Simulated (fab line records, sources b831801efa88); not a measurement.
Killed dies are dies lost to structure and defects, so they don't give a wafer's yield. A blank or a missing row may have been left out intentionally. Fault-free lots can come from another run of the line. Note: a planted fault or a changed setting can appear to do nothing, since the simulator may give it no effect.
Problem report, 8D (eight disciplines) form, completed by code | flow gf180mcu | the parts of the form that need people (team, actions taken, sign-off) are left out

1. PROBLEM STATEMENT
Across 4 wafers from 2 lots, V4_W_RS at GF_V4_RS_MEAS_24 averages 0.459 ohm/sq, while fault-free wafers read 0.327 ohm/sq with a standard deviation of 0.0034. That puts it +39 standard deviations away from the usual mean.
The step: measures by four-point-probe.
The first sign was on wafer L680.3 at day 30 16:40, on filmMetro-01. The record has a number at this step for 30 wafers belonging to 10 lots. By rule, "out" or "out of limits" means more than 4 standard deviations away from the usual mean. All remaining wafers that have a number are taken as sound.

2. WHAT THIS IS AND IS NOT
question                    | is                             | is not
which readings at this step | V4_W_RS                        | -
which lots                  | L680, L681                     | L660, L661, L662, L664, L667, L669, L675, L683
which wafers of those lots  | L680.3, L680.6, L681.1, L681.3 | L680.5, L681.5
read on which gauges        | filmMetro-01, filmMetro-03     | filmMetro-02
when                        | from day 30 16:40              | up to then (22 sound wafers); but 4 sound wafers of L681, L683 came after

3. THE SUSPECTS, EACH WITH WHAT RULES IT OUT
Counting: if a tool at a process step up to the reading ran every lot that is out, it stays a suspect. Sound lots after the first of them don't rule it out here, since some wafers of a struck lot are sound.
- the gauge at GF_V4_RS_MEAS_24 has been ruled out. The wafers that are out were read on 2 gauges (filmMetro-01, filmMetro-03).
- cvdW-01 at GF_V4_CVD_23 (deposits W, target thk 350 nm, time 104.9 s): kept. Every lot that is out went through it, the first being L680 (day 30 16:33); the last sound lot it ran before that was L667 (day 26 22:17).
- Within cvdW-01 at GF_V4_CVD_23, the wafers that are out were processed in chamber 1 and their sound lot-mates in chamber 0.
Remaining after the count: cvdW-01 at GF_V4_CVD_23.

4. THE CAUSE (what the simulator had put in)
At GF_V4_CVD_23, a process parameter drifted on cvdW-01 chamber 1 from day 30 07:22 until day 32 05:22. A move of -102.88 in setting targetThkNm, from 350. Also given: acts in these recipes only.
Only this tool survived the counting.

5. THE EFFECT CHAIN, in route order
Rows list readings where the struck wafers' mean (over those with a number) sits beyond 3 standard deviations from the usual. Readings are gone through only where the record gives a usual standard deviation; hours: the median, over the lots, of the time from a lot's start at the first step in this table giving one to that lot's start at this step; sigmas: the change measured in usual standard deviations.
hours | step              | reading         | usual        | on struck wafers | change | sigmas
0     | GF_V4_RS_MEAS_24  | V4_W_RS         | 0.327 ohm/sq | 0.459            | +0.132 | +39
4     | GF_V4_THK_MEAS_25 | V4_W_THK        | 357 nm       | 254              | -103   | -16
7     | GF_V4_CMP_26      | timeToEndpointS | 82 s         | 58               | -24    | -6.7
The process steps in it:
- GF_V4_CMP_26: polishes, stops on SiO2, t overpolish 15 s, target thk 0 nm.

6. WHAT WOULD HAVE CAUGHT IT SOONER
The first out-of-limits reading at a measuring or inspecting step in this record came at day 30 16:40, 9 hours after the fault's start at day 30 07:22.
No tool reading at GF_V4_CVD_23 that has a usual standard deviation in the record was out on any struck wafer, so an alarm limit of 4 standard deviations on those readings would not have fired.
L681, from the lots that are out (2), started GF_V4_CVD_23 on cvdW-01 later than day 30 16:40. Holding the tool at that time would have saved it.
